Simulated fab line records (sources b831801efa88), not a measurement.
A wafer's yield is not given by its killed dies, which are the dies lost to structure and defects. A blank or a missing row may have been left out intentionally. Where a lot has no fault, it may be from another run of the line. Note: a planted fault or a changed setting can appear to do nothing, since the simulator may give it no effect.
Which tool is to blame? | flow gf180mcu | 24 lots with 72 wafers sampled at 3 steps, on a route of 602 steps

== WHAT EACH GAUGE READ, for each wafer ==
GF_V2_RS_MEAS_24: measures by four-point-probe. Usual: V2_W_RS gives 0.327 ohm/sq (standard deviation 0.0066).
lot  | measured     | on            | V2_W_RS (ohm/sq)  | flag
L074 | day 20 05:37 | film metro-02 | 0.324 0.323 0.324 |
L075 | day 20 15:37 | film metro-03 | 0.308 0.323 0.314 |
L076 | day 20 17:11 | film metro-02 | 0.324 0.327 0.324 |
L077 | day 21 10:07 | film metro-03 | 0.325 0.328 0.316 |
L078 | day 22 02:49 | film metro-03 | 0.328 0.325 0.315 |
L079 | day 22 16:47 | film metro-03 | 0.328 0.328 0.327 |
L080 | day 22 17:44 | film metro-03 | 0.327 0.326 0.325 |
L083 | day 23 23:04 | film metro-01 | 0.330 0.334 0.331 |
L081 | day 24 00:07 | film metro-02 | 0.329 0.318 0.317 |
L082 | day 24 00:59 | film metro-02 | 0.327 0.327 0.326 |
L084 | day 24 17:43 | film metro-01 | 0.315 0.327 0.318 |
L085 | day 24 20:07 | film metro-02 | 0.332 0.331 0.335 |
L086 | day 24 20:43 | film metro-01 | 0.321 0.333 0.321 |
L088 | day 25 03:37 | film metro-03 | 0.327 0.327 0.330 |
L087 | day 25 05:17 | film metro-01 | 0.332 0.336 0.334 |
L091 | day 25 21:01 | film metro-03 | 0.333 0.330 0.328 |
L089 | day 26 01:25 | film metro-01 | 0.313 0.333 0.329 |
L090 | day 26 01:49 | film metro-02 | 0.328 0.330 0.331 |
L092 | day 26 08:04 | film metro-03 | 0.329 0.330 0.335 |
L093 | day 26 15:11 | film metro-01 | 0.312 0.314 0.314 |
L094 | day 26 16:20 | film metro-01 | 0.331 0.332 0.331 |
L095 | day 27 01:13 | film metro-03 | 0.331 0.333 0.319 |
L096 | day 27 06:34 | film metro-01 | 0.329 0.332 0.328 |
L097 | day 27 15:23 | film metro-01 | 0.331 0.333 0.332 |

GF_V4_THK_MEAS_01. Usual: V4_CVD_00_THK gives 600 nm (standard deviation 6.3).
lot  | measured     | on            | V4_CVD_00_THK (nm) | flag
L074 | day 23 08:38 | film metro-03 | 594 602 599        |
L075 | day 23 16:40 | film metro-01 | 590 611 597        |
L076 | day 23 19:00 | film metro-02 | 599 610 612        |
L077 | day 24 10:27 | film metro-03 | 604 601 597        |
L078 | day 25 02:26 | film metro-03 | 605 593 605        |
L079 | day 25 13:52 | film metro-02 | 606 597 589        |
L080 | day 25 14:40 | film metro-03 | 604 601 605        |
L083 | day 26 18:58 | film metro-01 | 602 600 598        |
L081 | day 26 20:20 | film metro-01 | 606 597 606        |
L082 | day 26 20:41 | film metro-02 | 597 600 602        |
L084 | day 27 10:44 | film metro-01 | 603 606 603        |
L085 | day 27 15:04 | film metro-03 | 595 603 606        |
L086 | day 27 15:15 | film metro-01 | 597 605 603        |
L088 | day 27 21:52 | film metro-02 | 604 606 609        |
L087 | day 27 22:05 | film metro-03 | 594 589 602        |
L091 | day 28 12:50 | film metro-02 | 604 596 600        |
L089 | day 28 16:58 | film metro-02 | 604 592 606        |
L090 | day 28 17:15 | film metro-03 | 600 600 601        |
L092 | day 28 23:06 | film metro-03 | 602 603 610        |
L093 | day 29 05:19 | film metro-02 | 607 587 595        |
L094 | day 29 07:35 | film metro-03 | 589 596 593        |
L095 | day 29 15:05 | film metro-01 | 588 591 606        |
L096 | day 29 20:14 | film metro-02 | 602 602 602        |
L097 | day 30 04:25 | film metro-01 | 612 601 607        |

== WHICH TOOL RAN EACH LOT (tool, then ch and the chambers of the sampled wafers, then the start) ==
lot  | GF_M1_SPUTTER_03
L074 | pvd sputter-02, day 16 01:54
L075 | pvd sputter-04, day 16 12:00
L076 | pvd sputter-02, day 16 12:44
L077 | pvd sputter-04, day 17 05:43
L078 | pvd sputter-02, day 17 21:49
L079 | pvd sputter-01, day 18 11:28
L080 | pvd sputter-04, day 18 12:31
L083 | pvd sputter-02, day 19 20:14
L081 | pvd sputter-01, day 19 20:29
L082 | pvd sputter-04, day 19 21:00
L084 | pvd sputter-01, day 20 16:34
L085 | pvd sputter-02, day 20 20:03
L086 | pvd sputter-04, day 20 20:09
L088 | pvd sputter-04, day 21 04:08
L087 | pvd sputter-02, day 21 05:42
L091 | pvd sputter-04, day 21 22:37
L089 | pvd sputter-02, day 22 03:51
L090 | pvd sputter-01, day 22 04:09
L092 | pvd sputter-02, day 22 11:26
L093 | pvd sputter-02, day 22 19:45
L094 | pvd sputter-02, day 22 21:15
L095 | pvd sputter-04, day 23 06:57
L096 | pvd sputter-01, day 23 13:49
L097 | pvd sputter-01, day 23 23:35
- GF_M1_SPUTTER_03: material Ti, target thk 10 nm, time 6.7 s.

== AS READ BY THE TOOLS THEMSELVES (means over the sampled wafers that have a number; for cases with no such wafer, the mark the record gives instead) ==
GF_M1_SPUTTER_03. Usual: cathode dc power W 3000.0 W, standard deviation 0.48; throttle valve pct 29.6 %, standard deviation 1.2.
lot  | tool           | cathode dc power W (W) | throttle valve pct (%) | flag
L074 | pvd sputter-02 | 3000.2                 | 28.6                   |
L075 | pvd sputter-04 | 3000.0                 | 29.4                   |
L076 | pvd sputter-02 | 3000.0                 | 28.5                   |
L077 | pvd sputter-04 | 3000.3                 | 29.6                   |
L078 | pvd sputter-02 | 3000.3                 | 29.2                   |
L079 | pvd sputter-01 | 2999.5                 | 31.1                   |
L080 | pvd sputter-04 | 3000.0                 | 29.0                   |
L083 | pvd sputter-02 | 3000.5                 | 28.6                   |
L081 | pvd sputter-01 | 3000.1                 | 30.6                   |
L082 | pvd sputter-04 | 3000.0                 | 29.6                   |
L084 | pvd sputter-01 | 3000.1                 | 30.8                   |
L085 | pvd sputter-02 | 2999.8                 | 28.6                   |
L086 | pvd sputter-04 | 3000.2                 | 29.6                   |
L088 | pvd sputter-04 | 3000.0                 | 29.6                   |
L087 | pvd sputter-02 | 2999.8                 | 29.0                   |
L091 | pvd sputter-04 | 2999.8                 | 29.3                   |
L089 | pvd sputter-02 | 3000.1                 | 29.3                   |
L090 | pvd sputter-01 | 2999.4                 | 30.9                   |
L092 | pvd sputter-02 | 2999.4                 | 30.1                   |
L093 | pvd sputter-02 | 3000.2                 | 29.5                   |
L094 | pvd sputter-02 | 2999.9                 | 28.3                   |
L095 | pvd sputter-04 | 2999.6                 | 29.4                   |
L096 | pvd sputter-01 | 3000.3                 | 30.7                   |
L097 | pvd sputter-01 | 2999.7                 | 30.8                   |

== THE ANSWER, worked out from the rows above alone ==
Rule: a lot is off if the mean of its wafers that have a number lies more than 3 standard deviations from the usual mean. A lot without any number at a reading at which 4 lots or more have one is off too. All remaining lots with rows at the step are treated as sound. The gauges are gone through in route order, then the tools' own readings, and for those a lot's mean is taken as printed above. The first step at which some lot is off is used, and at that step the reading that is off furthest; a lot without a number counts as furthest.
No lot is off at any reading shown: from this, nothing can be told.

== WHAT HAD BEEN PUT IN BY THE SIMULATOR ==
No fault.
